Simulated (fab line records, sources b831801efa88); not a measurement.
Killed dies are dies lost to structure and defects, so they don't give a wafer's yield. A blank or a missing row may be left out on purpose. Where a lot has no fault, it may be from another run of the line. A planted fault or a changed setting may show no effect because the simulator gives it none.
fab line records	flow gf180mcu
record lots=5	wafers=15	lastDay=34
route steps=602 shown MVSD@75 MVPSD@78 VT_IMPLANT@90
lots untouched by any fault: they come from a run of this same line in which no faults occurred
startH: the number of hours between the record's first day and the start of the first shown wafer of the lot	waitH: hours elapsed since this lot's preceding step	" same as the row above	L1.1+2: one row covering several wafers at once	- no value, or no start given	* or withheld: withheld	< > ~ a bound
route shown NAME@n: NAME is a module with steps in the file, n the number in the route of the first one	usual: average and standard deviation across the fault-free wafers	same: alike in all rows	chamber/n: place in a boat	sites: readings site by site	_std_site: the values' standard deviation	_edge_site: outer sites' mean less inner sites'	radiusMm: for every site, how far away it sits from the centre of the wafer	mask NAME#n: copy n	behind: the tool/chamber that last shaped the wafer	hold: what put the lot on hold/how long, in hours/how the hold closed	device: the transistor (n, p or np) that didn't switch	end of line: the tests these same wafers got at the end of their route	for a step that has no rows: nothing shown but its recipe	killed: count of dies lost to structure and defects at first sort (not the wafer's yield)	map: per-die view of a wafer (x killed, . not killed, _ where there is no die)
set.NAME: the setting that was run; set.NAME@STEP: the one run at that earlier step	model.NAME: the simulator's own value behind a step, which no gauge read
certain route steps with their lots: each step a table, each wafer a row
services: when a tool's chamber went out of use (startH, in hours from the record's first day, below 0 if earlier), for how many hours, and the reason
## steps
# step GF_MVSD_IMPLANT_09
# recipe species=P	energyKev=100	doseCm2=5e+12	tiltDeg=0
lot.wafer	tool	chamber	startH	waitH
L077.2+4+6	implanter-04	0	99.41	0.1
L088.3+5+6	implanter-03	0	165.14	0.1
L090.1+2+4	implanter-03	0	176.99	0.1
L091.2+3+5	implanter-04	0	181.55	0.1
L097.2+3+4	implanter-04	0	217.41	0.1
# step GF_MVSD_STRIP_10
# recipe chemistry=O2/N2	powerW=1400	pressureMtorr=1500	platenTempC=250	o2FlowSccm=3000	n2FlowSccm=300	overashFraction=0.5
# usual drypumpMotorCurrentA=5.8/0.39	heaterPowerW=318/42	oesProductAu=0.722/0.0044	stripTimeToEndpointS=36.91/0.11
lot.wafer	tool	chamber	startH	waitH	drypumpMotorCurrentA	heaterPowerW	oesProductAu	rfHoursCounterH	stripTimeToEndpointS
L077.2	plasmaAsher-04	0	99.54	0.1	6.3	300	0.718	47	36.93
L077.4	"	0	"	"	6.3	302	0.726	-	37.19
L077.6	"	1	"	"	5.1	331	0.719	-	37.01
L088.3	plasmaAsher-02	1	165.27	0.1	5.6	301	0.725	-	36.97
L088.5	"	1	"	"	5.6	309	0.718	-	36.93
L088.6	"	0	"	"	6.1	266	0.722	-	36.98
L090.1	plasmaAsher-04	0	177.14	0.1	6.3	296	0.727	55	36.80
L090.2	"	1	"	"	5.0	331	0.723	55	36.82
L090.4	"	1	"	"	5.1	326	0.725	-	36.94
L091.2	plasmaAsher-02	1	181.67	0.1	5.6	299	0.731	6	36.85
L091.3	"	1	"	"	5.6	302	0.723	-	36.94
L091.5	"	0	"	"	6.0	272	0.722	-	36.85
L097.2	plasmaAsher-04	1	217.54	0.1	5.0	334	0.719	58	36.90
L097.3	"	1	"	"	5.0	329	0.723	-	36.71
L097.4	"	0	"	"	6.3	290	0.723	-	36.71
# step GF_MVSD_TW_MEAS_11
# usual MVSD_TW=1579/9.1
lot.wafer	tool	chamber	startH	waitH	MVSD_TW
L077.2	filmMetro-02	-	99.65	0.1	1557
L077.4	"	-	"	"	1564
L077.6	"	-	"	"	1567
L088.3	filmMetro-02	-	165.36	0.1	1574
L088.5	"	-	"	"	1574
L088.6	"	-	"	"	1572
L090.1	filmMetro-04	-	177.24	0.1	1574
L090.2	"	-	"	"	1577
L090.4	"	-	"	"	1577
L091.2	filmMetro-02	-	181.78	0.1	1586
L091.3	"	-	"	"	1583
L091.5	"	-	"	"	1592
L097.2	filmMetro-02	-	217.65	0.1	1562
L097.3	"	-	"	"	1573
L097.4	"	-	"	"	1567
# step GF_MVPSD_DEHYDRATE_00
# recipe tempC=200	timeS=60
lot.wafer	tool	chamber	startH	waitH
L077.2+4+6	lithoTrack-03	0	106.80	7.1
L088.3+5+6	lithoTrack-04	0	172.90	7.5
L090.1+2+4	lithoTrack-04	0	184.50	7.3
L091.2+3+5	lithoTrack-03	0	189.25	7.5
L097.2+3+4	lithoTrack-03	0	225.85	8.2
# step GF_MVPSD_HMDS_01
# recipe primeTimeS=60	primeTempC=120
lot.wafer	tool	chamber	startH	waitH
L077.2+4+6	lithoTrack-03	0	106.95	0.1
L088.3+5+6	lithoTrack-04	0	173.05	0.1
L090.1+2+4	lithoTrack-04	0	184.65	0.1
L091.2+3+5	lithoTrack-03	0	189.40	0.1
L097.2+3+4	lithoTrack-03	0	226.00	0.1
# step GF_MVPSD_COAT_02
# recipe spinRpm=2000	resistThkNm=3000
lot.wafer	tool	chamber	startH	waitH
L077.2+4+6	lithoTrack-03	0	107.10	0.1
L088.3+5+6	lithoTrack-04	0	173.20	0.1
L090.1+2+4	lithoTrack-04	0	184.80	0.1
L091.2+3+5	lithoTrack-03	0	189.55	0.1
L097.2+3+4	lithoTrack-03	0	226.15	0.1
# step GF_MVPSD_SOFTBAKE_03
# recipe tempC=110.3	timeS=withheld
lot.wafer	tool	chamber	startH	waitH
L077.2+4+6	lithoTrack-03	0	107.26	0.1
L088.3+5+6	lithoTrack-04	0	173.37	0.1
L090.1+2+4	lithoTrack-04	0	184.95	0.1
L091.2+3+5	lithoTrack-03	0	189.71	0.1
L097.2+3+4	lithoTrack-03	0	226.30	0.1
# step GF_MVPSD_EXPOSE_04
# recipe maskId=MVPSD	targetCdNm=1000	na=0.6	sourceShape=conventional	sigmaOuter=0.6	doseMj=260
# usual stageVelMmS=499.95/0.28
lot.wafer	tool	chamber	startH	waitH	mask	stageVelMmS
L077.2	ilineStepper-01	0	-	-	MVPSD#0	500.00
L077.4	"	0	"	"	MVPSD#0	499.65
L077.6	"	0	"	"	MVPSD#0	500.04
L088.3	ilineStepper-02	0	-	-	MVPSD#0	499.46
L088.5	"	0	"	"	MVPSD#0	499.57
L088.6	"	0	"	"	MVPSD#0	500.29
L090.1	ilineStepper-01	0	-	-	MVPSD#0	500.06
L090.2	"	0	"	"	MVPSD#0	499.53
L090.4	"	0	"	"	MVPSD#0	500.16
L091.2	ilineStepper-01	0	-	-	MVPSD#0	499.90
L091.3	"	0	"	"	MVPSD#0	499.92
L091.5	"	0	"	"	MVPSD#0	499.87
L097.2	ilineStepper-02	0	-	-	MVPSD#0	499.63
L097.3	"	0	"	"	MVPSD#0	499.93
L097.4	"	0	"	"	MVPSD#0	499.56
# step GF_MVPSD_PEB_05
# recipe tempC=115	timeS=withheld
lot.wafer	tool	chamber	startH	waitH
L077.2+4+6	lithoTrack-03	0	-	-
L088.3+5+6	lithoTrack-04	0	-	-
L090.1+2+4	lithoTrack-02	0	-	-
L091.2+3+5	lithoTrack-03	0	-	-
L097.2+3+4	lithoTrack-04	0	-	-
# step GF_MVPSD_DEVELOP_06
# recipe wallAngleDeg=90	developTimeS=60	devTempC=23
lot.wafer	tool	chamber	startH	waitH
L077.2+4+6	lithoTrack-03	0	-	-
L088.3+5+6	lithoTrack-04	0	-	-
L090.1+2+4	lithoTrack-02	0	-	-
L091.2+3+5	lithoTrack-03	0	-	-
L097.2+3+4	lithoTrack-04	0	-	-
# step GF_MVPSD_OVL_MEAS_07
# usual MVPSD_OVL=-0.2/1.4
lot.wafer	tool	chamber	startH	waitH	MVPSD_OVL[nm]
L077.2	overlay-02	-	114.53	-	-3.5
L077.4	"	-	"	"	-1.7
L077.6	"	-	"	"	-0.5
L088.3	overlay-01	-	181.91	-	-1.1
L088.5	"	-	"	"	1.2
L088.6	"	-	"	"	0.0
L090.1	overlay-01	-	193.14	-	0.4
L090.2	"	-	"	"	0.5
L090.4	"	-	"	"	1.9
L091.2	overlay-01	-	198.53	-	-0.5
L091.3	"	-	"	"	0.8
L091.5	"	-	"	"	-0.1
L097.2	overlay-01	-	235.01	-	1.6
L097.3	"	-	"	"	2.9
L097.4	"	-	"	"	2.1
# step GF_MVPSD_IMPLANT_08
# recipe species=B	energyKev=170	doseCm2=1.5e+13	tiltDeg=0
lot.wafer	tool	chamber	startH	waitH
L077.2+4+6	implanter-01	0	114.58	0.0
L088.3+5+6	implanter-02	0	181.99	0.1
L090.1+2+4	implanter-03	0	193.17	0.0
L091.2+3+5	implanter-01	0	198.58	0.0
L097.2+3+4	implanter-02	0	235.06	0.0
# step GF_MVPSD_IMPLANT_09
# recipe species=B	energyKev=40	doseCm2=5e+12	tiltDeg=0
lot.wafer	tool	chamber	startH	waitH
L077.2+4+6	implanter-01	0	114.73	0.1
L088.3+5+6	implanter-02	0	182.14	0.1
L090.1+2+4	implanter-03	0	193.32	0.1
L091.2+3+5	implanter-01	0	198.73	0.1
L097.2+3+4	implanter-02	0	235.21	0.1
# step GF_MVPSD_STRIP_10
# recipe chemistry=O2/N2	powerW=1400	pressureMtorr=1500	platenTempC=250	o2FlowSccm=3000	n2FlowSccm=300	overashFraction=0.5
# usual drypumpMotorCurrentA=5.8/0.37	heaterPowerW=315/44	oesProductAu=0.723/0.0045	stripTimeToEndpointS=36.90/0.11
lot.wafer	tool	chamber	startH	waitH	drypumpMotorCurrentA	heaterPowerW	oesProductAu	rfHoursCounterH	stripTimeToEndpointS
L077.2	plasmaAsher-03	1	114.86	0.1	6.1	318	0.717	44	37.14
L077.4	"	0	"	"	5.8	252	0.722	-	37.08
L077.6	"	1	"	"	6.1	313	0.727	-	37.08
L088.3	plasmaAsher-03	1	182.27	0.1	6.1	327	0.723	-	36.89
L088.5	"	0	"	"	5.8	262	0.722	-	36.91
L088.6	"	1	"	"	6.1	316	0.721	-	37.06
L090.1	plasmaAsher-04	1	193.47	0.1	5.0	326	0.721	56	36.87
L090.2	"	0	"	"	6.3	292	0.721	56	36.90
L090.4	"	0	"	"	6.3	311	0.719	-	36.87
L091.2	plasmaAsher-03	0	198.86	0.1	5.8	266	0.717	53	37.04
L091.3	"	0	"	"	5.8	260	0.728	-	36.95
L091.5	"	1	"	"	6.1	317	0.727	-	37.01
L097.2	plasmaAsher-04	0	235.34	0.1	6.3	302	0.715	60	36.79
L097.3	"	1	"	"	5.0	334	0.721	-	36.77
L097.4	"	0	"	"	6.3	309	0.726	-	36.76
# step GF_MVPSD_TW_MEAS_11
# usual MVPSD_TW=553/3.3
lot.wafer	tool	chamber	startH	waitH	MVPSD_TW
L077.2	filmMetro-01	-	114.97	0.1	559
L077.4	"	-	"	"	562
L077.6	"	-	"	"	563
L088.3	filmMetro-02	-	182.36	0.1	554
L088.5	"	-	"	"	551
L088.6	"	-	"	"	551
L090.1	filmMetro-02	-	193.57	0.1	552
L090.2	"	-	"	"	554
L090.4	"	-	"	"	550
L091.2	filmMetro-02	-	198.97	0.1	554
L091.3	"	-	"	"	554
L091.5	"	-	"	"	553
L097.2	filmMetro-02	-	235.45	0.1	548
L097.3	"	-	"	"	549
L097.4	"	-	"	"	548
# step GF_VT_IMPLANT_DEHYDRATE_00
# recipe tempC=200	timeS=60
lot.wafer	tool	chamber	startH	waitH
L077.2+4+6	lithoTrack-03	0	121.80	6.8
L088.3+5+6	lithoTrack-01	0	190.15	7.8
L090.1+2+4	lithoTrack-01	0	201.50	7.9
L091.2+3+5	lithoTrack-02	0	206.66	7.7
L097.2+3+4	lithoTrack-03	0	243.80	8.3
# step GF_VT_IMPLANT_HMDS_01
# recipe primeTimeS=60	primeTempC=120
lot.wafer	tool	chamber	startH	waitH
L077.2+4+6	lithoTrack-03	0	121.95	0.1
L088.3+5+6	lithoTrack-01	0	190.30	0.1
L090.1+2+4	lithoTrack-01	0	201.65	0.1
L091.2+3+5	lithoTrack-02	0	206.81	0.1
L097.2+3+4	lithoTrack-03	0	243.95	0.1
# step GF_VT_IMPLANT_COAT_02
# recipe resist=NOVOLAK	spinRpm=3000	resistThkNm=1000
lot.wafer	tool	chamber	startH	waitH
L077.2+4+6	lithoTrack-03	0	122.10	0.1
L088.3+5+6	lithoTrack-01	0	190.45	0.1
L090.1+2+4	lithoTrack-01	0	201.80	0.1
L091.2+3+5	lithoTrack-02	0	206.96	0.1
L097.2+3+4	lithoTrack-03	0	244.10	0.1
# step GF_VT_IMPLANT_SOFTBAKE_03
# recipe tempC=90	timeS=60	resist=NOVOLAK
lot.wafer	tool	chamber	startH	waitH
L077.2+4+6	lithoTrack-03	0	122.25	0.1
L088.3+5+6	lithoTrack-01	0	190.60	0.1
L090.1+2+4	lithoTrack-01	0	201.95	0.1
L091.2+3+5	lithoTrack-02	0	207.11	0.1
L097.2+3+4	lithoTrack-03	0	244.25	0.1
# step GF_VT_IMPLANT_EXPOSE_04
# recipe maskId=LVPWELL_LV_AREA	targetCdNm=600	na=0.6	sourceShape=conventional	sigmaOuter=0.6	doseMj=140
# usual stageVelMmS=499.91/0.24
lot.wafer	tool	chamber	startH	waitH	mask	stageVelMmS
L077.2	ilineStepper-02	0	-	-	LVPWELL_LV_AREA#0	499.69
L077.4	"	0	"	"	LVPWELL_LV_AREA#0	499.40
L077.6	"	0	"	"	LVPWELL_LV_AREA#0	499.66
L088.3	ilineStepper-01	0	-	-	LVPWELL_LV_AREA#0	499.79
L088.5	"	0	"	"	LVPWELL_LV_AREA#0	499.91
L088.6	"	0	"	"	LVPWELL_LV_AREA#0	499.76
L090.1	ilineStepper-01	0	-	-	LVPWELL_LV_AREA#0	499.55
L090.2	"	0	"	"	LVPWELL_LV_AREA#0	499.37
L090.4	"	0	"	"	LVPWELL_LV_AREA#0	499.86
L091.2	ilineStepper-01	0	-	-	LVPWELL_LV_AREA#0	500.12
L091.3	"	0	"	"	LVPWELL_LV_AREA#0	499.99
L091.5	"	0	"	"	LVPWELL_LV_AREA#0	499.94
L097.2	ilineStepper-02	0	-	-	LVPWELL_LV_AREA#0	499.67
L097.3	"	0	"	"	LVPWELL_LV_AREA#0	499.84
L097.4	"	0	"	"	LVPWELL_LV_AREA#0	500.03
# step GF_VT_IMPLANT_PEB_05
# recipe tempC=withheld	timeS=*	resist=NOVOLAK
lot.wafer	tool	chamber	startH	waitH
L077.2+4+6	lithoTrack-03	0	-	-
L088.3+5+6	lithoTrack-02	0	-	-
L090.1+2+4	lithoTrack-02	0	-	-
L091.2+3+5	lithoTrack-01	0	-	-
L097.2+3+4	lithoTrack-02	0	-	-
# step GF_VT_IMPLANT_DEVELOP_06
# recipe developTimeS=60	devTempC=23
lot.wafer	tool	chamber	startH	waitH
L077.2+4+6	lithoTrack-03	0	130.05	0.1
L088.3+5+6	lithoTrack-02	0	199.19	0.1
L090.1+2+4	lithoTrack-02	0	210.24	0.1
L091.2+3+5	lithoTrack-01	0	216.38	0.1
L097.2+3+4	lithoTrack-02	0	253.56	0.1
## services
tool	chamber	startH	hours	kind
plasmaAsher-02	-	78.07	2.8	pm
ilineStepper-02	-	97.60	13.0	repair
plasmaAsher-02	-	108.77	9.0	pm
plasmaAsher-02	0	108.77	9.0	ventCycle
plasmaAsher-02	1	108.77	9.0	ventCycle
implanter-02	-	109.35	17.2	repair
ilineStepper-02	-	110.63	1.7	pm
plasmaAsher-02	0	117.77	-	clean
plasmaAsher-02	1	117.77	-	clean
plasmaAsher-02	-	137.76	1.3	repair
implanter-04	-	137.81	5.4	pm
implanter-02	-	164.24	4.6	repair
ilineStepper-01	-	164.54	1.7	pm
plasmaAsher-04	-	164.75	2.8	pm
ilineStepper-02	0	164.85	-	calibration
ilineStepper-01	-	173.22	-	calibration
plasmaAsher-04	-	179.40	5.9	pm
implanter-04	-	182.88	2.1	repair
ilineStepper-01	-	185.68	1.4	repair
plasmaAsher-02	-	187.70	2.2	repair
ilineStepper-01	0	197.30	-	calibration
implanter-02	-	197.90	7.7	repair
implanter-02	-	211.75	3.4	pm
ilineStepper-02	-	221.62	3.1	repair
## key
fault none
